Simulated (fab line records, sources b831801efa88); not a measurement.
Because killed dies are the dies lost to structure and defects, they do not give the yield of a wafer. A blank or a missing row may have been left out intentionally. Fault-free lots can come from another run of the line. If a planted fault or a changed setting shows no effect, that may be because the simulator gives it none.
Comparing a struck lot with a sound one -- flow sky130 -- 44 out of 708 route steps
Sound: wafers L952.1, L952.3, L952.4. Struck: wafer L962.6. (L962.1, L962.3 of the same lot were not struck and are left out.) The cause comes at the end.
For every step that has rows: the tool of each side, followed by ch and its chambers, followed by its first start. Under that, the readings that differ: sound wafers -- struck wafers -- difference of the means -- sigmas: that difference in standard deviations of wafers without a fault.
alike: same words and numbers on both sides, and readings whose means sit less than 2 such deviations apart. not compared: any withheld reading, any reading some wafer has no value for, any bound like >300 that may hide the same value, and any number with overlapping values for which the record gives no deviation.
The two part at a step that has a row with sigmas, a row that says differs or no value, or rows on one side only. When numbers do not overlap yet have no deviation, they are printed without sigmas and do not part them. A reading missing from all wafers of one side parts the sides only when that side holds two or more wafers.

first, 4 steps without rows for these wafers: SKY_VIA2_CLEAN_18 (cleans in IPA, time 180 s); SKY_VIA2_CLEAN_19 (cleans in O3/DIW); SKY_VIA2_SPUTTER_20 (material TiN, target thk 20 nm, time 80 s); SKY_VIA2_CVD_21 (deposits W, target thk 420 nm, time 126.4 s).
SKY_VIA2_RS_MEAS_22: the measuring method here is four-point-probe.
  sound: film-metro-04 at day 38 12:52; struck: film-metro-03 at day 41 01:19
reading,sound,struck,difference,sigmas
VIA2_W_RS (ohm/sq),0.271 0.267 0.275,0.278,+0.007,+2
SKY_VIA2_THK_MEAS_23: measures by xrf.
  sound: film-metro-04 at day 38 12:59; struck: film-metro-03 at day 41 01:26
  alike: VIA2_W_THK
then, 1 step without rows for these wafers: SKY_VIA2_CMP_24 (polishes, stops on SiO2, t overpolish 20 s, target thk 0 nm).
SKY_METAL3_SPUTTER_00: material Ti, target thk 15 nm, time 10 s.
  sound: pvd-sputter-01 at day 38 13:21; struck: pvd-sputter-01 at day 41 01:47
reading,sound,struck,difference,sigmas
throttle-valve-pct (%),31.1 31.9 31.9,29.2,-2.4,-2
SKY_METAL3_SPUTTER_01: material TiN, target thk 20 nm, time 16.7 s.
  sound: pvd-sputter-01 at day 38 13:23; struck: pvd-sputter-01 at day 41 01:49
reading,sound,struck,difference,sigmas
throttle-valve-pct (%),30.8 31.8 31.8,29.3,-2.2,-2
SKY_METAL3_SPUTTER_02: material AlCu, target thk 735 nm, time 39.1 s.
  sound: pvd-sputter-01 at day 38 13:24; struck: pvd-sputter-01 at day 41 01:50
  alike: throttle-valve-pct
SKY_METAL3_SPUTTER_03: material Ti, target thk 5 nm, time 3.3 s.
  sound: pvd-sputter-01 at day 38 13:26; struck: pvd-sputter-01 at day 41 01:53
reading,sound,struck,difference,sigmas
throttle-valve-pct (%),30.8 31.6 31.8,29.3,-2.1,-2
then, 1 step without rows for these wafers: SKY_METAL3_SPUTTER_04 (material TiN, target thk 70 nm, time 58.3 s).
SKY_CAPM_CVD_00: deposits SiO2, target thk 15.5 nm.
  sound on pecvd-03 ch 0,1,2, day 38 13:31; struck on pecvd-01 ch 1, day 41 01:56
reading,sound,struck,difference,sigmas
model.SiO2_of_CAPM_CVD_00.thk-nm (nm),15.3 15.61 15.72,20.28,+4.74,
  alike: heater-power-w
SKY_CAPM_THK_MEAS_01:
  sound: film-metro-02 at day 38 13:32; struck: film-metro-02 at day 41 01:58
reading,sound,struck,difference,sigmas
CAPM_CVD_00_THK (nm),15.25 15.60 15.73,20.32,+4.79,+21
then, 1 step without rows for these wafers: SKY_CAPM_SPUTTER_02 (material TiN, target thk 200 nm, time 166.7 s).
SKY_CAPM_RS_MEAS_03: the measuring method here is four-point-probe.
  sound: film-metro-02 at day 38 13:42; struck: film-metro-02 at day 41 02:08
  alike: CAPM_TIN_RS
SKY_CAPM_THK_MEAS_04: measures by xrf.
  sound: film-metro-02 at day 38 13:49; struck: film-metro-02 at day 41 02:16
  alike: CAPM_TIN_THK
then, 7 steps without rows for these wafers: SKY_CAPM_DEHYDRATE_05 (time 60 s); SKY_CAPM_HMDS_06 (prime time 60 s); SKY_CAPM_COAT_07 (resist thk 1140 nm); SKY_CAPM_SOFTBAKE_08 (time 60 s); SKY_CAPM_EXPOSE_09 (exposes mask CAPM, target cd 1000 nm); SKY_CAPM_PEB_10; SKY_CAPM_DEVELOP_11 (develop time 60 s).
SKY_CAPM_OVL_MEAS_12:
  sound: overlay-01 at day 39 13:48; struck: overlay-02 at day 42 01:42
  alike: CAPM_OVL
then, 13 steps without rows for these wafers: SKY_CAPM_METAL_ETCH_13 (etches TiN in Cl2/BCl3, stops on SiO2, target depth 220 nm, time 62.9 s); SKY_CAPM_STRIP_14 (strips in O2/N2); SKY_CAPM_STRIP_15 (strips in post etch residue remover, time 1200 s); SKY_CAPM_CLEAN_16 (cleans in IPA, time 180 s); SKY_CAPM_CLEAN_17 (cleans in O3/DIW); SKY_METAL3_DEHYDRATE_05 (time 60 s); SKY_METAL3_HMDS_06 (prime time 60 s); SKY_METAL3_COAT_07 (resist thk 60 nm); SKY_METAL3_COAT_08 (resist thk 1140 nm); SKY_METAL3_SOFTBAKE_09 (time 90 s); SKY_METAL3_EXPOSE_10 (exposes mask MM3, target cd 300 nm); SKY_METAL3_PEB_11; SKY_METAL3_DEVELOP_12 (develop time 60 s).
SKY_METAL3_CD_MEAS_13: the cd target is 300 nm.
  sound: cd-sem-02 at day 40 15:13; struck: cd-sem-01 at day 43 01:42
  alike: cd-nm
SKY_METAL3_OVL_MEAS_14:
  sound: overlay-02 at day 40 15:20; struck: overlay-02 at day 43 01:49
reading,sound,struck,difference,sigmas
METAL3_OVL (nm),-3 -6 -4,8,+12,+2
then, 1 step without rows for these wafers: SKY_METAL3_DESCUM_15 (chemistry O2, time 8 s).
SKY_METAL3_ETCH_16: etches BARC in N2/H2, stops on SiO2, time 88.2 s, target depth 60 nm.
  sound on rie-metal-04 ch 0,1, day 40 15:25; struck on rie-metal-04 ch 0, day 43 01:53
reading,sound,struck,difference,sigmas
throttle-valve-pct (%),13.207 13.212 13.207,13.189,-0.020,-2
  alike: drypump-motor-current-A, oes-product-au
  not compared: rf-hours-counter-h
SKY_METAL3_ETCH_17: etches SiO2 in C4F8/O2/Ar, stops on TiN, time 3.9 s, target depth 15 nm.
  sound on rie-diel-03 ch 0,1, day 40 15:31; struck on rie-diel-01 ch 2, day 43 01:59
reading,sound,struck,difference,sigmas
oes-product-au (a.u.),0.759 0.752 0.765,0.879,+0.120,+17
model.etch.depth-nm (nm),15.3 15.61 15.72,20.28,+4.74,
  not compared: rf-hours-counter-h
-- the record jumps here: 6 days lie between the struck wafers' starts before and after (it left off in module METAL3 and takes up again in module PAD_OPEN, whose first step shown is number 708 of the route) --
SKY_PAD_OPEN_PROBE_99:
  sound: prober-01 at day 47 14:36; struck: prober-02 at day 49 12:35
reading,sound,struck,difference,sigmas
killed-at-other,0 0 0,1,+1,+2
model.etest.tester.sort-n-pass,415 392 417,311,-97,
model.etest.tester.sort-yield-pct (%),84.35 79.67 84.76,63.21,-19.72,
model.etest.tester.sort_bin_5_pct (%),8.74 12.2 8.74,32.52,+22.63,
model.etest.cap-mim.bv-v (V),13.95 14.23 14.24,18.42,+4.28,
model.etest.cap-mim.leak-log10-a-cm2,-9.027 -8.934 -8.871,-9.717,-0.773,
model.etest.cap-mim.c-ff-um2,2.374 2.318 2.315,1.789,-0.547,
model.etest.tester.sort_bin_8_pct (%),0 0 0,7.185e-06,+7.185e-06,
  alike: defect-limited-yield, killed_at_M0_to_M3, killed_at_M4_up, killed-at-contacts, killed-at-front-end, killed-dies, killed-open, killed-short

WHERE THEY PART
At SKY_VIA2_RS_MEAS_22 first; at SKY_PAD_OPEN_PROBE_99 last (within this record only).

WHY: whatever the simulator had introduced
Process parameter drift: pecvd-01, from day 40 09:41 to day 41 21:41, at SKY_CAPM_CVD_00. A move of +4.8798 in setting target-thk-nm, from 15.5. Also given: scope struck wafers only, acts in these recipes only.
